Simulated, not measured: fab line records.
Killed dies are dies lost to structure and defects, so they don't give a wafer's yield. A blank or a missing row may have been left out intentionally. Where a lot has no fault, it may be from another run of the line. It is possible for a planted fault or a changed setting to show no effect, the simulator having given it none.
Which tool did it?    flow sfq-line    at 1 step of a route of 325, 14 lots with 42 wafers sampled

== WHAT EACH GAUGE READ, for each wafer ==
The record holds no reading of a measuring or inspecting step that can be judged against a usual standard deviation.

== WHICH TOOL RAN EACH LOT (tool, then ch and the chambers of the sampled wafers, then the start) ==
lot   SFQ_TRILAYER_I3_VIA_BARC_OPEN_VIA_ETCH_121
L122  rie-diel-01 ch 1,2,3, day 30 10:31
L124  rie-diel-04 ch 0,2,3, day 31 00:55
L125  rie-diel-04 ch 0,1, day 31 09:19
L127  rie-diel-02 ch 0,1,3, day 38 13:29
L128  rie-diel-04 ch 0,1,3, day 38 23:04
L129  rie-diel-02 ch 0,2,3, day 39 12:16
L133  rie-diel-04 ch 0,1, day 41 00:13
L135  rie-diel-04 ch 0,1,2, day 41 13:25
L138  rie-diel-01 ch 1,2,3, day 42 18:42
L139  rie-diel-02 ch 1,3, day 43 09:13
L140  rie-diel-01 ch 1,2,3, day 43 14:01
L141  rie-diel-01 ch 0,1,3, day 44 00:49
L143  rie-diel-04 ch 0,1,3, day 44 20:09
L145  rie-diel-01 ch 1,2,3, day 45 12:43
- SFQ_TRILAYER_I3_VIA_BARC_OPEN_VIA_ETCH_121: etches BARC in O2, target depth 125 nm, time 41.7 s.

== WHAT THE TOOLS THEMSELVES READ (means of the sampled wafers that have a number; where no wafer has one, the mark that the record gives instead) ==
SFQ_TRILAYER_I3_VIA_BARC_OPEN_VIA_ETCH_121. Usual: bias-w 80.02 W, standard deviation 0.22; drypump-motor-current-A 5.9 A, standard deviation 0.53; oes-product-au 0.685 a.u., standard deviation 0.0052; rf-fwd-power-W 494.8 W, standard deviation 2.5.
lot   tool         bias-w (W)  drypump-motor-current-A (A)  oes-product-au (a.u.)  rf-fwd-power-W (W)  flag
L122  rie-diel-01  80.20       5.5                          0.686                  496.7               
L124  rie-diel-04  79.98       6.5                          0.684                  492.5               
L125  rie-diel-04  80.10       5.9                          0.683                  492.0               
L127  rie-diel-02  79.75       6.0                          0.684                  496.5               
L128  rie-diel-04  79.84       6.1                          0.682                  495.0               
L129  rie-diel-02  79.88       5.9                          0.690                  495.3               
L133  rie-diel-04  80.40       5.6                          0.687                  429.0               OFF
L135  rie-diel-04  80.05       6.0                          0.685                  426.6               OFF
L138  rie-diel-01  79.94       5.5                          0.686                  493.8               
L139  rie-diel-02  79.84       5.8                          0.685                  497.3               
L140  rie-diel-01  80.08       5.5                          0.688                  496.4               
L141  rie-diel-01  79.80       5.5                          0.682                  495.5               
L143  rie-diel-04  79.91       6.1                          0.683                  494.4               
L145  rie-diel-01  79.84       5.4                          0.687                  493.9               

== THE ANSWER, worked out from the rows above alone ==
Rule: a lot is off if the mean of its wafers that have a number lies more than 3 standard deviations from the usual mean. Also off: a lot with no number at a reading for which 4 or more lots have one. The other lots that the step has rows for count as sound. First the gauges in route order, then the tools' own readings, where a lot's mean is used as printed above. The first step at which some lot is off is used, and at that step the reading that is off furthest; a lot without a number counts as furthest.
Off: L133, L135 (SFQ_TRILAYER_I3_VIA_BARC_OPEN_VIA_ETCH_121, rf-fwd-power-W).
A tool fits if, at that step or a process step before it, it ran every lot that is off, and no sound lot after the first of them. Of those tried, none fits.

== WHAT THE SIMULATOR HAD PUT IN ==
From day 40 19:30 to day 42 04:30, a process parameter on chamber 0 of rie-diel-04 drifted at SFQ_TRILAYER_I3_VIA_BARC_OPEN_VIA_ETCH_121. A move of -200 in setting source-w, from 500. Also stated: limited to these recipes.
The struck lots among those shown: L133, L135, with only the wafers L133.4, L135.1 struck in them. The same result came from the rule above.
